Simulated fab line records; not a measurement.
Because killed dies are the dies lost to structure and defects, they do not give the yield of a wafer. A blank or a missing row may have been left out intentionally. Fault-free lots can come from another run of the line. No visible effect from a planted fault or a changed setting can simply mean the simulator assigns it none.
Matching of chambers	flow sky130	rie diel-02 running SKY_LI_CONTACT_ETCH_14: 4 sister chambers
The step etches BARC in N2/H2, stops on SiO2, time 45.9 s, target depth 60 nm. 4 wafers are shown with their chamber, then 7 later ones without.

== WAFERS PAIRED WITH THEIR CHAMBERS ==
wafer	chamber	oes product au (a.u.)
L676.3	0	0.853
L676.6	1	0.855
L677.2	2	0.848
L677.4	3	0.855

== WAFERS WHOSE CHAMBER IS MISSING ==
wafer	oes product au (a.u.)
L677.5	0.853
L681.4	0.856
L681.5	0.857
L681.6	0.853
L682.4	0.858
L682.5	0.852
L682.6	0.852

== WHICH CHAMBER EACH WENT THROUGH ==
wafer	from the rows above	in truth
L677.5	can't be placed: 0 or 1 or 3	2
L681.4	can't be placed: 1 or 3 or 0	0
L681.5	can't be placed: 1 or 3 or 0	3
L681.6	can't be placed: 0 or 1 or 3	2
L682.4	can't be placed: 1 or 3 or 0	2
L682.5	can't be placed: 0 or 1 or 3 or 2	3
L682.6	can't be placed: 0 or 1 or 3 or 2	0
Placed correctly: 0 of 7. Cannot be placed on the basis of these rows: 7; the candidates contain the true chamber in 4. Placed wrongly: 0.
How it was worked out, from the rows above alone: a wafer's distance from a chamber is the root of the sum, over the readings, of the square of ((its reading less the chamber's mean) divided by the reading's scatter). If the next closest chamber is less than 2 further off than the closest, the wafer can't be placed; otherwise it belongs to the closest. A chamber's mean is the mean of its shown wafers. The scatter: root of mean squared gap, hidden wafer to nearest shown wafer, with one shown wafer a chamber.
